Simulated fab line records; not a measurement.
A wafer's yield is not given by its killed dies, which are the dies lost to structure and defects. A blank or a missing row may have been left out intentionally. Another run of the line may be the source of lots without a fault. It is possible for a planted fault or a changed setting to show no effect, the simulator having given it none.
Matching of chambers | flow gf180mcu | GF_V2_CMP_04 on cmp-01 has 4 sister chambers
The step polishes SiO2. 22 wafers are shown with their chamber, then 11 later ones without.

## WAFERS PAIRED WITH THEIR CHAMBERS
wafer  | chamber | motor-current-A (A) | time-to-endpoint-s (s)
L208.2 | 1       | 11.7                | 83
L208.5 | 1       | 12.3                | 86
L208.6 | 0       | 12.1                | 93
L209.1 | 0       | 12.2                | 80
L209.2 | 3       | 14.1                | 83
L209.5 | 2       | 11.3                | 90
L210.1 | 1       | 11.5                | 87
L210.2 | 0       | 12.5                | 83
L210.3 | 3       | 14.5                | 80
L213.3 | 0       | 11.8                | 81
L213.4 | 2       | 11.6                | 85
L213.6 | 2       | 11.7                | 87
L219.1 | 3       | 14.2                | 76
L219.5 | 3       | 13.8                | 76
L219.6 | 2       | 11.1                | 81
L220.1 | 2       | 11.8                | 80
L220.4 | 1       | 12.0                | 80
L220.5 | 2       | 11.8                | 87
L221.2 | 2       | 11.5                | 79
L221.4 | 0       | 12.8                | 79
L221.5 | 3       | 14.6                | 85
L222.1 | 1       | 11.9                | 68

SIGNATURES, as means of the wafers listed above
reading            | chamber 0 | chamber 1 | chamber 2 | chamber 3 | scatter within a chamber
motor-current-A    | 12.280    | 11.880    | 11.543    | 14.240    | 0.315
time-to-endpoint-s | 83.20     | 80.80     | 84.14     | 80.00     | 5.45
Rule: distance of a wafer from a chamber = root of the sum over the readings of ((wafer's reading minus chamber's mean) / reading's scatter) squared. The wafer belongs to the nearest chamber; if the next one is less than 2 further off, it can't be placed. The scatter is the square root of a quotient: the sum, over the shown wafers, of each reading's squared deviation from its chamber's mean, divided by wafers minus chambers.

## WAFERS MISSING THEIR CHAMBER
wafer  | motor-current-A (A) | time-to-endpoint-s (s)
L222.3 | 11.3                | 71
L222.5 | 14.2                | 82
L225.1 | 13.9                | 83
L225.2 | 12.0                | 75
L225.4 | 11.3                | 90
L228.1 | 11.5                | 80
L228.3 | 14.2                | 82
L228.6 | 11.3                | 86
L230.1 | 11.8                | 87
L230.3 | 12.0                | 77
L230.5 | 11.8                | 92

## EACH ONE'S CHAMBER
wafer  | from the rows above          | in truth
L222.3 | can't be placed: 2 or 1 or 0 | 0
L222.5 | 3                            | 3
L225.1 | 3                            | 3
L225.2 | can't be placed: 1 or 0 or 2 | 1
L225.4 | can't be placed: 2 or 1      | 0
L228.1 | can't be placed: 2 or 1 or 0 | 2
L228.3 | 3                            | 3
L228.6 | can't be placed: 2 or 1      | 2
L230.1 | can't be placed: 2 or 1 or 0 | 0
L230.3 | can't be placed: 1 or 0 or 2 | 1
L230.5 | can't be placed: 2 or 1 or 0 | 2
Placed correctly: 3 of 11. Unplaceable from these rows: 8, with the true chamber sitting among the candidates in 7. 0 placed wrongly.
